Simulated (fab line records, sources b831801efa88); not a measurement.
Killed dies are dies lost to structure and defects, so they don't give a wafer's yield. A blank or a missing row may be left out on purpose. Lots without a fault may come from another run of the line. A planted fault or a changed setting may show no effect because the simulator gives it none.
One fault seen from 2 desks | flow sky130 | each desk has only its own numbers; what lay behind them comes last

THE TOOL OWNER'S DESK: implanter-04
The tool's own readings at SKY_LDD_LDN_IMPLANT_08: means of the sampled wafers that have a number, for each lot that ran on this tool. A lot is out of limits, marked OUT, if its mean lies more than 4 standard deviations from the usual mean; the brackets give that distance.
Columns: A = beam_energy_keV at SKY_LDD_LDN_IMPLANT_08, usual 14.999; B = end_station_pressure_torr at SKY_LDD_LDN_IMPLANT_08, usual 5.1e-06 Torr
lot  | first seen here | A                        | B
L495 | day 24 01:40    | 15.000                   | 4.9e-06
L503 | day 26 19:25    | 18.255 (+99 or more) OUT | 5.1e-06
L504 | day 27 05:41    | 18.258 (+99 or more) OUT | 5.2e-06
This desk's finding: out of limits on L503, L504; first on L503, day 26 19:25 (beam_energy_keV at SKY_LDD_LDN_IMPLANT_08). In limits: L495.

THE METROLOGY DESK
What the gauges read, lot by lot, whatever tool the lot ran on: means of the sampled wafers that have a number. A lot is out of limits, marked OUT, if its mean lies more than 4 standard deviations from the usual mean; the brackets give that distance.
Columns: A = LDD_HVP_OVL at SKY_LDD_HVP_OVL_MEAS_07, usual -0.6 nm; B = LDD_HVP_TW at SKY_LDD_HVP_TW_MEAS_10, usual 458; C = LDD_LDN_OVL at SKY_LDD_LDN_OVL_MEAS_07, usual -0.9 nm
lot  | first seen here | A    | B   | C
L495 | day 22 19:44    | 0.3  | 452 | -1.9
L497 | day 23 18:26    | -1.7 | 459 | -0.3
L503 | day 25 13:56    | 0.2  | 451 | 0.2
L504 | day 26 00:26    | 0.3  | 461 | -1.0
L510 | day 27 15:35    | -0.2 | 453 | -0.8
L515 | day 29 12:50    | -0.5 | 459 | -1.2
This desk's finding: nothing out of limits on any of the 6 lots.

PUT TOGETHER
The tool owner's desk could have raised an alarm at day 26 19:25, on L503, L504.
The metrology desk saw nothing out of limits.
The metrology desk has L503, L504 on record, within its limits.
Of the lots named, all ran SKY_LDD_LDN_IMPLANT_08 on implanter-04.

WHAT THE SIMULATOR HAD PUT IN
Process parameter drift: implanter-04, from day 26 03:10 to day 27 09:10, at SKY_LDD_LDN_IMPLANT_08. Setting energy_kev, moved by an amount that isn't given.
Lots struck among those shown: L503, L504.
Hours from the fault's start to each desk's first reading out of limits: the tool owner's desk, 16.
